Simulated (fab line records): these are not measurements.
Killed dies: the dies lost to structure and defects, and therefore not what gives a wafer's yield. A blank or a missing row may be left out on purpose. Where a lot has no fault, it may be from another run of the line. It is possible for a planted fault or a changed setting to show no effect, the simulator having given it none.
2 desks, one fault ; flow sfq-line ; numbers are kept per desk, each desk with only its own; the story behind them comes last

== FOR THE TOOL OWNER'S DESK: pvd-sputter-03 ==
The tool's own readings at SFQ_TRILAYER_L0_DEP_SPUTTER_003 (material MoNx KI, target thk 40 nm, time 100 s): means of the sampled wafers that have a number, for each lot that ran on this tool. The brackets show how far a lot's mean lies from the usual mean; more than 4 standard deviations puts the lot out of limits, marked OUT.
Columns: A = throttle-valve-pct at SFQ_TRILAYER_L0_DEP_SPUTTER_003, usual 30.0 %
lot;first seen here;A
L739;day 1 12:29;29.7
L743;day 2 08:29;29.3
L744;day 2 13:29;29.6
L750;day 3 19:29;29.6
L753;day 4 10:29;29.4
L754;day 4 15:29;28.7
Result from this desk: across the 6 lots, nothing is out of limits.

== METROLOGY DESK ==
What the gauges read for every lot (on any tool): the sampled wafers with a number, averaged. The brackets show how far a lot's mean lies from the usual mean; more than 4 standard deviations puts the lot out of limits, marked OUT.
Columns: A = L0_MONX_KI_RS at SFQ_L0_RS_MEAS_901, usual 43.4 ohm/sq; B = L0_MONX_KI_THK at SFQ_L0_THK_MEAS_902, usual 40.6 nm
lot;first seen here;A;B
L739;day 1 12:35;43.7;40.4
L741;day 1 22:34;43.9;40.3
L743;day 2 08:34;43.3;40.8
L744;day 2 13:34;43.8;39.7
L745;day 2 18:35;43.5;40.5
L746;day 2 23:35;43.5;40.4
L750;day 3 19:34;45.2;39.8
L751;day 4 00:34;43.7;40.6
L752;day 4 05:36;44.0;40.2
L753;day 4 10:35;45.0;39.1
L754;day 4 15:36;47.5 (+7.1) OUT;37.9 (-4.9) OUT
L755;day 4 20:35;43.7;40.4
L757;day 5 06:35;43.3;40.6
L758;day 5 11:58;43.6;40.2
L761;day 6 02:35;44.1;39.7
This desk finds L754 out of limits, with the earliest case on L754 at day 4 15:36 (L0_MONX_KI_RS at SFQ_L0_RS_MEAS_901). Within limits: L739, L741, L743, L744, L745, L746, L750, L751, L752, L753, L755, L757, L758, L761.

== TAKEN TOGETHER ==
L754 would have let the metrology desk raise an alarm at day 4 15:36.
Nothing out of limits was seen by the tool owner's desk.
Tool owner's desk: L754 on record, inside its limits.
Of the lots named, all ran SFQ_TRILAYER_L0_DEP_SPUTTER_003 on pvd-sputter-03.

== WHAT THE SIMULATOR HAD PUT IN ==
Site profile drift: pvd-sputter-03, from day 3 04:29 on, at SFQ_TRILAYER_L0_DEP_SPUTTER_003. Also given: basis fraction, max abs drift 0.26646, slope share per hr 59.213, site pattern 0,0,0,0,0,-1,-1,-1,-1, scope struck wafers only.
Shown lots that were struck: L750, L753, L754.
Per desk, hours elapsed from the start of the fault to the first reading out of limits: for the metrology desk, 35.
